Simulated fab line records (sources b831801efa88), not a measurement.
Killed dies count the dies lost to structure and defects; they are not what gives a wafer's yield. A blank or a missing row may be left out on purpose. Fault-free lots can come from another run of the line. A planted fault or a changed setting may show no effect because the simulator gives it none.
Matching of chambers    flow gf180mcu    GF_V1_CVD_00 on hdpcvd-01 has 3 sister chambers
The step deposits SiO2, target thk 600 nm, time 100 s. 3 wafers are shown with their chamber, then 7 later ones without.

## WAFERS, EACH WITH ITS CHAMBER
wafer   chamber  run-length-s (s)
L953.6  0        128.1
L957.1  1        127.9
L957.4  2        127.9

## WAFERS WITHOUT THEIR CHAMBER
wafer   run-length-s (s)
L957.6  127.6
L958.2  127.5
L958.3  128.1
L958.5  127.9
L959.2  128.1
L959.4  128.1
L959.6  128.0

## CHAMBER TAKEN BY EACH
wafer   from the rows above           in truth
L957.6  can't be placed: 1 or 2 or 0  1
L958.2  can't be placed: 1 or 2 or 0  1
L958.3  can't be placed: 0 or 1 or 2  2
L958.5  can't be placed: 1 or 2 or 0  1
L959.2  can't be placed: 0 or 1 or 2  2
L959.4  can't be placed: 0 or 1 or 2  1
L959.6  can't be placed: 0 or 1 or 2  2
0 of 7 placed correctly. Not placeable from these rows: 7 (in 7, the candidates include the true chamber). 0 placed wrongly.
How it was worked out, from the rows above alone: a wafer's distance from a chamber is the root of the sum, over the readings, of the square of ((its reading less the chamber's mean) divided by the reading's scatter). If the next closest chamber is less than 2 further off than the closest, the wafer can't be placed; otherwise it belongs to the closest. Each chamber's mean is taken over the wafers shown for it. The scatter (one wafer shown for each chamber): square how far every hidden wafer sits from the nearest shown wafer, average those squares and take the square root.
